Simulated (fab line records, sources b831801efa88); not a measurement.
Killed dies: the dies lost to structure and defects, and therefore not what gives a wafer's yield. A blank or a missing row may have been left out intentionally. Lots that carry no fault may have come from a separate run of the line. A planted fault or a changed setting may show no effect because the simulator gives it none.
Which tool did it?	flow sky130	15 lots, 43 wafers sampled, at 2 steps of a route of 708

WHAT EACH GAUGE READ, for each wafer
SKY_CAP2M_OVL_MEAS_12.
lot	measured	on	CAP2M_OVL (nm)
L426	day 41 07:13	overlay-01	1.4 -2.0 0.7
L425	day 41 14:56	overlay-02	1.7 -0.2 2.6
L427	day 41 16:37	overlay-02	-2.0 -1.9 -1.8
L429	day 42 06:16	overlay-01	1.5 0.7 1.6
L430	day 42 16:55	overlay-02	-1.3 -1.4 -0.6
L433	day 43 15:14	overlay-02	-1.5 -0.3 -1.2
L436	day 44 15:17	overlay-01	-1.0
L438	day 44 22:40	overlay-02	-0.6 -0.1 0.2
L439	day 45 00:43	overlay-01	0.1 3.7 0.1
L440	day 45 10:43	overlay-02	-2.1 0.4 -0.7
L442	day 45 15:22	overlay-02	-1.8 -1.1 0.0
L443	day 46 07:16	overlay-02	-1.6 -0.8 -1.4
L445	day 46 09:53	overlay-01	0.4 0.4 1.0
L444	day 46 17:20	overlay-02	-0.4 -2.5 -0.3
L446	day 46 22:44	overlay-01	-1.0 0.1 -3.6

EACH LOT AND THE TOOL THAT RAN IT (in order: tool; ch and the chambers of the sampled wafers; start)
lot	SKY_METAL4_SPUTTER_04
L426	pvdSputter-04, day 40 07:14
L425	pvdSputter-03, day 40 14:39
L427	pvdSputter-03, day 40 17:01
L429	pvdSputter-04, day 41 06:47
L430	pvdSputter-04, day 41 17:11
L433	pvdSputter-02, day 42 15:45
L436	pvdSputter-02, day 43 17:05
L438	pvdSputter-03, day 44 00:00
L439	pvdSputter-04, day 44 02:34
L440	pvdSputter-02, day 44 13:02
L442	pvdSputter-02, day 44 18:44
L443	pvdSputter-04, day 45 10:48
L445	pvdSputter-03, day 45 12:43
L444	pvdSputter-04, day 45 20:05
L446	pvdSputter-03, day 46 01:59
- SKY_METAL4_SPUTTER_04: material TiN, target thk 70 nm, time 58.3 s.

AS READ BY THE TOOLS THEMSELVES (means over the sampled wafers that have a number; for cases with no such wafer, the mark the record gives instead)
SKY_METAL4_SPUTTER_04.
lot	tool	cathodeDcPowerW (W)	throttleValvePct (%)
L426	pvdSputter-04	6501.7	30.1
L425	pvdSputter-03	6500.2	29.8
L427	pvdSputter-03	6499.0	29.8
L429	pvdSputter-04	6499.4	30.6
L430	pvdSputter-04	6501.1	30.0
L433	pvdSputter-02	6500.0	31.3
L436	pvdSputter-02	6499.0	31.3
L438	pvdSputter-03	6499.9	30.3
L439	pvdSputter-04	6499.8	29.9
L440	pvdSputter-02	6500.5	30.8
L442	pvdSputter-02	6500.4	30.6
L443	pvdSputter-04	6500.8	30.1
L445	pvdSputter-03	6499.5	30.3
L444	pvdSputter-04	6499.9	30.0
L446	pvdSputter-03	6499.8	29.7

THE ANSWER, worked out from the rows above alone
Rule: usual is defined by the lots themselves. The widest of any qualifying gaps counts: lots, ordered by their means at a reading, are off when they make up no more than a third of the lots, leave a main group of 4 or more, and stand apart from it by 3 or more times the standard deviation of that group's means. A main group whose means are all the same, to the digits that the tables above print for the reading, isn't used. A lot without any number at a reading at which 4 lots or more have one is off too. The other lots that the step has rows for count as sound. The gauges are gone through in route order, then the tools' own readings, and for those a lot's mean is taken as printed above. At the first step where some lot is off, the reading lying furthest off is the one used; lots without a number count as furthest.
No lot is off at any reading shown: from this, nothing can be told.

WHAT THE SIMULATOR HAD INSERTED
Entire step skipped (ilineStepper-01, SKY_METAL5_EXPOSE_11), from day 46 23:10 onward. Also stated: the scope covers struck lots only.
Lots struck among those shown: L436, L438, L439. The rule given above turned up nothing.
